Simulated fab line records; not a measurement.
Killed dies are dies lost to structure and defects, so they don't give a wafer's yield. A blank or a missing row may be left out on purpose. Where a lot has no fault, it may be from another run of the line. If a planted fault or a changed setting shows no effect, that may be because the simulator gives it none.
fab line records ; flow sfqLine
record: lots: 7; wafers: 19; lastDay: 94
route steps=325 shown I3@141 M4@148
lots untouched by any fault: they come from a run of this same line in which no faults occurred
startH: start of the lot's first displayed wafer, in hours after the record's first day ; waitH: hours from the lot's prior step to this one ; " same as the row above ; L1.1+2: a row that stands for several wafers ; - no value present, or no start provided ; * or withheld: withheld ; < > ~ a bound
route shown NAME@n: names a module that has steps shown in the file, with the first one's number in the route ; usual: average and standard deviation across the fault-free wafers ; same: alike in all rows ; chamber/n: place in a boat ; sites: per-site readings ; _std_site: standard deviation across them ; _edge_site: the outer-site mean with the inner-site mean subtracted ; radiusMm: how far each site lies from the wafer's centre ; mask NAME#n: copy n ; behind: tool/chamber where the wafer was last shaped ; hold: why the lot was held/for how many hours/how that ended ; device: whichever transistor did not switch (one of n, p or np) ; end of line: tests run on the same wafers once the route is complete ; for a step that has no rows: nothing shown but its recipe ; killed: dies that structure and defects cost at the first sort, which is not the same as the wafer's yield ; map: shows each die of a wafer: x if killed, . if not, _ if none is there
set.NAME: the setting as run; set.NAME@STEP: as run at that earlier step ; model.NAME: the simulator's own value behind a step, which no gauge read
lots at some steps of the route; a table a step, a row a wafer
services: when a tool's chamber went out of use (startH, in hours from the record's first day, below 0 if earlier), for how many hours, and the reason
== steps ==
step: SFQ_TRILAYER_I3_VIA_LITHO_PEB_088
recipe: pebTempC: 115; pebTimeS: 60; resist: KrF
step: SFQ_TRILAYER_I3_VIA_LITHO_DEVELOP_087
recipe: timeS: 60; resist: KrF
step: SFQ_I3_OVL_MEAS_923
usual: I3_OVL: 0/5.5
lot.wafer;tool;chamber;startH;waitH;I3_OVL[nm]
L704.1;overlay-02;-;1001.20;0.1;1
L704.2;overlay-02;-;1001.20;0.1;2
L704.5;overlay-02;-;1001.20;0.1;-2
L707.4;overlay-01;-;1049.34;0.1;-4
L707.5;overlay-01;-;1049.34;0.1;3
L707.6;overlay-01;-;1049.34;0.1;0
L713.1;overlay-01;-;1113.40;0.1;-6
L713.5;overlay-01;-;1113.40;0.1;-3
L713.6;overlay-01;-;1113.40;0.1;0
L715.3;overlay-02;-;1121.81;0.1;-12
L715.4;overlay-02;-;1121.81;0.1;-5
L715.6;overlay-02;-;1121.81;0.1;-11
L719.1;overlay-01;-;1159.12;0.1;8
L719.4;overlay-01;-;1159.12;0.1;4
L720.4;overlay-01;-;1161.54;0.1;-3
L720.5;overlay-01;-;1161.54;0.1;3
L725.3;overlay-01;-;1201.13;0.1;8
L725.5;overlay-01;-;1201.13;0.1;10
L725.6;overlay-01;-;1201.13;0.1;-3
step: SFQ_TRILAYER_I3_VIA_BARC_OPEN_VIA_ETCH_121
recipe: maskMaterial: PR; chemistry: O2; targetDepthNm: 125; target: BARC; sourceW: 500; biasW: 80; pressureMtorr: 30; timeS: 41.7
usual: drypumpMotorCurrentA: 5.6/0.45; oesProductAu: 0.685/0.0046; rfFwdPowerW: 494.9/2.1
lot.wafer;tool;chamber;startH;waitH;drypumpMotorCurrentA;oesProductAu;rfFwdPowerW;rfHoursCounterH
L704.1;rieDiel-03;1;1001.23;0.0;5.8;0.682;496.4;5
L704.2;rieDiel-03;0;1001.23;0.0;6.3;0.685;493.1;4
L704.5;rieDiel-03;3;1001.23;0.0;5.0;0.680;493.1;-
L707.4;rieDiel-01;3;1049.36;0.0;5.6;0.685;494.2;7
L707.5;rieDiel-01;2;1049.36;0.0;4.8;0.682;497.5;-
L707.6;rieDiel-01;3;1049.36;0.0;5.6;0.691;493.3;-
L713.1;rieDiel-03;2;1113.43;0.0;5.7;0.688;498.4;10
L713.5;rieDiel-03;1;1113.43;0.0;5.8;0.689;496.7;-
L713.6;rieDiel-03;2;1113.43;0.0;5.7;0.689;499.0;-
L715.3;rieDiel-04;2;1121.83;0.0;5.5;0.683;494.4;8
L715.4;rieDiel-04;3;1121.83;0.0;6.3;0.679;494.9;2
L715.6;rieDiel-04;2;1121.83;0.0;5.5;0.684;493.0;-
L719.1;rieDiel-04;3;1159.16;0.0;6.3;0.693;493.8;3
L719.4;rieDiel-04;2;1159.16;0.0;5.5;0.682;495.8;8
L720.4;rieDiel-03;3;1161.56;0.0;5.0;0.685;497.3;4
L720.5;rieDiel-03;1;1161.56;0.0;5.8;0.690;493.0;-
L725.3;rieDiel-03;3;1201.16;0.0;5.0;0.682;495.2;5
L725.5;rieDiel-03;0;1201.16;0.0;6.2;0.677;497.0;-
L725.6;rieDiel-03;1;1201.16;0.0;5.8;0.684;498.8;-
step: SFQ_TRILAYER_I3_VIA_ETCH_VIA_ETCH_088
recipe: target: SiO2; stopOn: Nb; maskMaterial: PR; taperDeg: 20; chemistry: CHF3; targetDepthNm: 260; sourceW: 500; biasW: 80; pressureMtorr: 30; timeS: withheld
step: SFQ_TRILAYER_I3_VIA_STRIP_STRIP_089
recipe: gas: O2; powerW: 200; platenTempC: 40; overashFraction: 0.65; chemistry: O2; pressureMtorr: 50
usual: drypumpMotorCurrentA: 5.9/0.48; oesProductAu: 1.004/0.016
lot.wafer;tool;chamber;startH;waitH;drypumpMotorCurrentA;oesProductAu;rfHoursCounterH
L704.1;rieMetal-04;0;1001.38;-;6.2;0.994;98
L704.2;rieMetal-04;1;1001.38;-;5.7;1.025;23
L704.5;rieMetal-04;0;1001.38;-;6.2;0.999;-
L707.4;rieMetal-04;0;1049.71;-;6.2;0.994;-
L707.5;rieMetal-04;0;1049.71;-;6.2;1.003;-
L707.6;rieMetal-04;1;1049.71;-;5.7;1.036;-
L713.1;rieMetal-02;1;1113.58;-;5.9;1.014;12
L713.5;rieMetal-02;0;1113.58;-;6.3;0.999;-
L713.6;rieMetal-02;1;1113.58;-;5.8;1.029;-
L715.3;rieMetal-04;0;1122.18;-;6.1;0.996;-
L715.4;rieMetal-04;1;1122.18;-;5.7;1.024;-
L715.6;rieMetal-04;1;1122.18;-;5.7;1.015;-
L719.1;rieMetal-03;0;1159.31;-;5.1;0.970;10
L719.4;rieMetal-03;1;1159.31;-;6.6;1.003;-
L720.4;rieMetal-04;0;1161.91;-;6.2;0.988;-
L720.5;rieMetal-04;0;1161.91;-;6.2;0.996;-
L725.3;rieMetal-03;1;1201.51;-;6.5;1.015;-
L725.5;rieMetal-03;0;1201.51;-;5.1;0.981;-
L725.6;rieMetal-03;1;1201.51;-;6.5;1.003;-
step: SFQ_TRILAYER_I3_VIA_STRIP_SOLV_CLEAN_090
recipe: chemistry: NMP; tempC: 70; timeS: 600
step: SFQ_TRILAYER_M4_DEP_PRE_CLEAN_092
recipe: gas: Ar; timeS: 22.5; biasV: 250
step: SFQ_TRILAYER_M4_DEP_SPUTTER_091
recipe: material: Nb; basePressurePa: 1.33e-06; chamberPressurePa: 0.1333; substrateTempC: 20; resputterCathodeVoltageV: 400; targetThkNm: 200; powerW: 2000; timeS: 133.3
usual: throttleValvePct: 29.2/0.93
lot.wafer;tool;chamber;startH;waitH;throttleValvePct
L704.1;pvdSputter-04;-;1002.19;0.0;29.7
L704.2;pvdSputter-04;-;1002.19;0.0;29.9
L704.5;pvdSputter-04;-;1002.19;0.0;29.2
L707.4;pvdSputter-05;-;1050.32;0.0;29.9
L707.5;pvdSputter-05;-;1050.32;0.0;27.4
L707.6;pvdSputter-05;-;1050.32;0.0;27.2
L713.1;pvdSputter-05;-;1114.39;0.0;27.7
L713.5;pvdSputter-05;-;1114.39;0.0;28.1
L713.6;pvdSputter-05;-;1114.39;0.0;29.5
L715.3;pvdSputter-06;-;1122.79;0.0;29.9
L715.4;pvdSputter-06;-;1122.79;0.0;30.4
L715.6;pvdSputter-06;-;1122.79;0.0;29.7
L719.1;pvdSputter-06;-;1160.11;0.0;29.7
L719.4;pvdSputter-06;-;1160.11;0.0;30.4
L720.4;pvdSputter-04;-;1162.51;0.0;29.5
L720.5;pvdSputter-04;-;1162.51;0.0;29.0
L725.3;pvdSputter-04;-;1202.11;0.0;29.8
L725.5;pvdSputter-04;-;1202.11;0.0;29.9
L725.6;pvdSputter-04;-;1202.11;0.0;29.8
step: SFQ_M4_RS_MEAS_924
recipe: thkMeasGauge: four-point-probe; reads: Nb_of_TRILAYER_M4_DEP_SPUTTER_091
usual: M4_NB_RS: 0.892/0.014
lot.wafer;tool;chamber;startH;waitH;M4_NB_RS[ohm/sq]
L704.1;filmMetro-04;-;1002.28;0.0;0.910
L704.2;filmMetro-04;-;1002.28;0.0;0.888
L704.5;filmMetro-04;-;1002.28;0.0;0.887
L707.4;filmMetro-04;-;1050.47;0.1;0.912
L707.5;filmMetro-04;-;1050.47;0.1;0.889
L707.6;filmMetro-04;-;1050.47;0.1;0.902
L713.1;filmMetro-02;-;1114.48;0.0;0.889
L713.5;filmMetro-02;-;1114.48;0.0;0.932
L713.6;filmMetro-02;-;1114.48;0.0;0.916
L715.3;filmMetro-03;-;1122.92;0.1;0.900
L715.4;filmMetro-03;-;1122.92;0.1;0.903
L715.6;filmMetro-03;-;1122.92;0.1;0.898
L719.1;filmMetro-03;-;1160.20;0.0;0.880
L719.4;filmMetro-03;-;1160.20;0.0;0.907
L720.4;filmMetro-04;-;1162.66;0.1;0.909
L720.5;filmMetro-04;-;1162.66;0.1;0.878
L725.3;filmMetro-04;-;1202.24;0.1;0.885
L725.5;filmMetro-04;-;1202.24;0.1;0.887
L725.6;filmMetro-04;-;1202.24;0.1;0.893
step: SFQ_TRILAYER_M4_LITHO_COAT_098
recipe: resist: BARC; spinRpm: 3000; resistThkNm: 62
step: SFQ_TRILAYER_M4_LITHO_COAT_093
recipe: resist: KrF; spinRpm: 3000; resistThkNm: 600
lot.wafer;tool;chamber;startH;waitH;model.KrF_of_TRILAYER_M4_LITHO_COAT_093.thkNm
L704.1;lithoTrack-03;0;1002.76;0.2;600.2
L704.2;lithoTrack-03;0;1002.76;0.2;600.9
L704.5;lithoTrack-03;0;1002.76;0.2;598.5
L707.4;lithoTrack-04;0;1051.04;0.2;599.1
L707.5;lithoTrack-04;0;1051.04;0.2;599.5
L707.6;lithoTrack-04;0;1051.04;0.2;598.8
L713.1;lithoTrack-02;0;1114.96;0.2;598.1
L713.5;lithoTrack-02;0;1114.96;0.2;599.2
L713.6;lithoTrack-02;0;1114.96;0.2;599.4
L715.3;lithoTrack-02;0;1123.46;0.2;598.1
L715.4;lithoTrack-02;0;1123.46;0.2;624.3
L715.6;lithoTrack-02;0;1123.46;0.2;620.5
L719.1;lithoTrack-02;0;1160.68;0.2;599.7
L719.4;lithoTrack-02;0;1160.68;0.2;625.4
L720.4;lithoTrack-02;0;1163.23;0.2;626.1
L720.5;lithoTrack-02;0;1163.23;0.2;599.1
L725.3;lithoTrack-03;0;1202.78;0.2;598
L725.5;lithoTrack-03;0;1202.78;0.2;600.4
L725.6;lithoTrack-03;0;1202.78;0.2;599.5
step: SFQ_TRILAYER_M4_LITHO_SOFTBAKE_097
recipe: tempC: withheld; timeS: withheld; resist: KrF
step: SFQ_TRILAYER_M4_LITHO_EXPOSE_094
recipe: maskId: M4; na: 0.6; sourceShape: conventional; sigmaOuter: 0.65; targetCdNm: 500; doseMj: 14.4
step: SFQ_TRILAYER_M4_LITHO_PEB_096
recipe: pebTempC: 115; pebTimeS: 60; resist: KrF
step: SFQ_TRILAYER_M4_LITHO_DEVELOP_095
recipe: timeS: 60; resist: KrF
step: SFQ_M4_OVL_MEAS_926
usual: M4_OVL: 1/4.7
lot.wafer;tool;chamber;startH;waitH;M4_OVL[nm]
L704.1;overlay-01;-;1004.71;0.1;4
L704.2;overlay-01;-;1004.71;0.1;1
L704.5;overlay-01;-;1004.71;0.1;-2
L707.4;overlay-01;-;1052.99;0.1;-2
L707.5;overlay-01;-;1052.99;0.1;-6
L707.6;overlay-01;-;1052.99;0.1;4
L713.1;overlay-01;-;1259.42;0.1;-3
L713.5;overlay-01;-;1259.42;0.1;-2
L713.6;overlay-01;-;1259.42;0.1;-5
L715.3;overlay-02;-;1267.83;0.1;2
L715.4;overlay-02;-;1267.83;0.1;3
L715.6;overlay-02;-;1267.83;0.1;1
L719.1;overlay-02;-;1272.62;0.1;-2
L719.4;overlay-02;-;1272.62;0.1;-8
L720.4;overlay-02;-;1273.83;0.1;1
L720.5;overlay-02;-;1273.83;0.1;-1
L725.3;overlay-01;-;1279.83;0.1;3
L725.5;overlay-01;-;1279.83;0.1;-3
L725.6;overlay-01;-;1279.83;0.1;-1
step: SFQ_TRILAYER_M4_BARC_OPEN_METAL_ETCH_123
recipe: maskMaterial: PR; chemistry: O2; targetDepthNm: 125; target: BARC; icpW: 600; biasW: 80; pressureMtorr: 10; timeS: 41.7
usual: drypumpMotorCurrentA: 5.7/0.59; oesProductAu: 0.685/0.0043; rfFwdPowerW: 593/3.1
lot.wafer;tool;chamber;startH;waitH;drypumpMotorCurrentA;oesProductAu;rfFwdPowerW;rfHoursCounterH
L704.1;rieMetal-03;1;1004.75;0.0;6.5;0.686;594;11
L704.2;rieMetal-03;0;1004.75;0.0;5.1;0.690;590;141
L704.5;rieMetal-03;0;1004.75;0.0;5.1;0.676;590;-
L707.4;rieMetal-01;1;1053.03;0.0;5.6;0.684;591;-
L707.5;rieMetal-01;1;1053.03;0.0;5.6;0.681;588;-
L707.6;rieMetal-01;0;1053.03;0.0;5.0;0.681;596;-
L713.1;rieMetal-04;1;1259.45;0.0;5.7;0.683;594;54
L713.5;rieMetal-04;1;1259.45;0.0;5.7;0.686;591;-
L713.6;rieMetal-04;0;1259.45;0.0;6.2;0.681;597;-
L715.3;rieMetal-04;0;1267.87;0.0;6.2;0.683;598;-
L715.4;rieMetal-04;1;1267.87;0.0;5.7;0.683;591;-
L715.6;rieMetal-04;0;1267.87;0.0;6.2;0.678;595;-
L719.1;rieMetal-03;1;1272.65;0.0;6.5;0.683;592;48
L719.4;rieMetal-03;0;1272.65;0.0;5.0;0.689;597;-
L720.4;rieMetal-01;0;1273.87;0.0;5.0;0.683;595;-
L720.5;rieMetal-01;1;1273.87;0.0;5.6;0.682;587;-
L725.3;rieMetal-04;0;1279.87;0.0;6.2;0.678;598;-
L725.5;rieMetal-04;0;1279.87;0.0;6.2;0.687;596;-
L725.6;rieMetal-04;1;1279.87;0.0;5.7;0.690;596;-
step: SFQ_TRILAYER_M4_ETCH_METAL_ETCH_096
recipe: target: Nb; stopOn: SiO2; maskMaterial: PR; chemistry: Cl2/Ar; targetDepthNm: 240; icpW: 600; biasW: 80; pressureMtorr: 10; timeS: 120
usual: drypumpMotorCurrentA: 5.7/0.59; oesProductAu: 0.893/0.009; rfFwdPowerW: 596.2/2.2
lot.wafer;tool;chamber;startH;waitH;drypumpMotorCurrentA;oesProductAu;rfFwdPowerW;rfHoursCounterH;model.KrF_of_TRILAYER_M4_LITHO_COAT_093.thkNm
L704.1;rieMetal-03;1;1004.81;0.0;6.6;0.878;594.5;11;379.6
L704.2;rieMetal-03;0;1004.81;0.0;5.1;0.905;598.8;141;384.1
L704.5;rieMetal-03;0;1004.81;0.0;5.1;0.892;594.8;-;381.1
L707.4;rieMetal-01;1;1053.11;0.1;5.7;0.884;591.3;-;377.1
L707.5;rieMetal-01;1;1053.11;0.1;5.6;0.899;593.3;-;378.5
L707.6;rieMetal-01;0;1053.11;0.1;5.0;0.882;597.8;-;378.9
L713.1;rieMetal-04;1;1259.51;0.0;5.7;0.899;595.2;54;377.4
L713.5;rieMetal-04;1;1259.51;0.0;5.7;0.867;597.1;-;378.6
L713.6;rieMetal-04;0;1259.51;0.0;6.2;0.883;598.0;-;387.5
L715.3;rieMetal-04;0;1267.95;0.1;6.2;0.885;598.3;-;383.7
L715.4;rieMetal-04;1;1267.95;0.1;5.7;0.890;595.1;-;403.2
L715.6;rieMetal-04;0;1267.95;0.1;6.2;0.897;595.8;-;406.5
L719.1;rieMetal-03;1;1272.71;0.0;6.5;0.898;595.3;48;376.9
L719.4;rieMetal-03;0;1272.71;0.0;5.1;0.878;596.9;-;409.5
L720.4;rieMetal-01;0;1273.95;0.1;5.0;0.882;599.1;-;408.2
L720.5;rieMetal-01;1;1273.95;0.1;5.6;0.903;597.3;-;378.7
L725.3;rieMetal-04;0;1279.95;0.1;6.2;0.897;599.1;-;382.3
L725.5;rieMetal-04;0;1279.95;0.1;6.2;0.889;598.3;-;384
L725.6;rieMetal-04;1;1279.95;0.1;5.7;0.888;596.3;-;375.8
step: SFQ_TRILAYER_M4_STRIP_STRIP_097
recipe: gas: O2; powerW: 200; platenTempC: 40; overashFraction: 0.65; chemistry: O2; pressureMtorr: 50
usual: drypumpMotorCurrentA: 5.7/0.59; oesProductAu: 1.005/0.011
lot.wafer;tool;chamber;startH;waitH;drypumpMotorCurrentA;oesProductAu;rfHoursCounterH
L704.1;rieMetal-03;1;1004.93;0.1;6.5;1.015;11
L704.2;rieMetal-03;0;1004.93;0.1;5.1;1.002;141
L704.5;rieMetal-03;0;1004.93;0.1;5.0;0.994;-
L707.4;rieMetal-01;1;1053.39;0.2;5.6;1.009;-
L707.5;rieMetal-01;1;1053.39;0.2;5.6;1.018;-
L707.6;rieMetal-01;0;1053.39;0.2;5.0;1.001;-
L713.1;rieMetal-04;1;1259.64;0.1;5.7;1.018;55
L713.5;rieMetal-04;1;1259.64;0.1;5.7;1.023;-
L713.6;rieMetal-04;0;1259.64;0.1;6.1;0.985;-
L715.3;rieMetal-04;0;1268.24;0.2;6.2;1.004;-
L715.4;rieMetal-04;1;1268.24;0.2;5.7;1.020;-
L715.6;rieMetal-04;0;1268.24;0.2;6.2;0.991;-
L719.1;rieMetal-03;1;1272.84;0.1;6.5;1.012;48
L719.4;rieMetal-03;0;1272.84;0.1;5.1;0.999;-
L720.4;rieMetal-01;0;1274.24;0.2;5.0;0.996;-
L720.5;rieMetal-01;1;1274.24;0.2;5.6;1.014;-
L725.3;rieMetal-04;0;1280.24;0.2;6.2;0.999;-
L725.5;rieMetal-04;0;1280.24;0.2;6.1;0.994;-
L725.6;rieMetal-04;1;1280.24;0.2;5.7;1.021;-
== services ==
tool;chamber;startH;hours;kind
rieDiel-04;3;977.23;6.2;repair
rieDiel-04;0;978.36;6.9;repair
pvdSputter-06;-;978.57;61.3;repair
rieDiel-04;3;999.10;2.4;repair
pvdSputter-04;-;1034.23;2.5;repair
rieMetal-03;-;1043.04;0.2;repair
rieDiel-03;-;1053.45;2.8;pm
rieDiel-03;0;1057.02;7.0;repair
rieDiel-03;-;1077.99;14.6;pm
pvdSputter-04;-;1100.08;7.5;repair
rieDiel-03;1;1105.31;1.3;repair
rieMetal-04;-;1108.18;0.5;repair
pvdSputter-05;-;1153.04;2.8;repair
rieMetal-04;-;1155.35;0.1;repair
pvdSputter-04;-;1187.69;0.5;repair
rieDiel-03;3;1208.30;21.4;repair
rieMetal-04;-;1210.46;2.8;pm
rieMetal-04;0;1214.48;5.4;repair
rieDiel-03;0;1218.24;8.2;repair
rieMetal-03;-;1225.46;0.5;repair
rieMetal-03;-;1245.04;0.3;repair
pvdSputter-04;-;1257.95;1.5;repair
rieDiel-03;1;1270.92;4.8;repair
rieMetal-03;0;1274.25;9.2;repair
== key ==
firstSign none at tools or gauges
modelEffect: step: SFQ_TRILAYER_M4_LITHO_COAT_093; value: KrF_of_TRILAYER_M4_LITHO_COAT_093.thkNm; without: 598.5; struck: 624.1
modelEffect: step: SFQ_TRILAYER_M4_ETCH_METAL_ETCH_096; value: KrF_of_TRILAYER_M4_LITHO_COAT_093.thkNm; without: 381.3; struck: 406.9
metAt SFQ_TRILAYER_M4_LITHO_COAT_093
struckWafers L715.4,L715.6,L719.4,L720.4
onsetBetween 1114.96 1123.46
fault: kind: processParameterDrift; tool: lithoTrack-02; chamber: -; onsetH: 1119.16; steps: SFQ_TRILAYER_M4_LITHO_COAT_093; channel: resistThkNm; offset: 25.575; shape: step; endH: 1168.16; scope: struckWafersOnly; actsIn: theseRecipesOnly; stated: 600
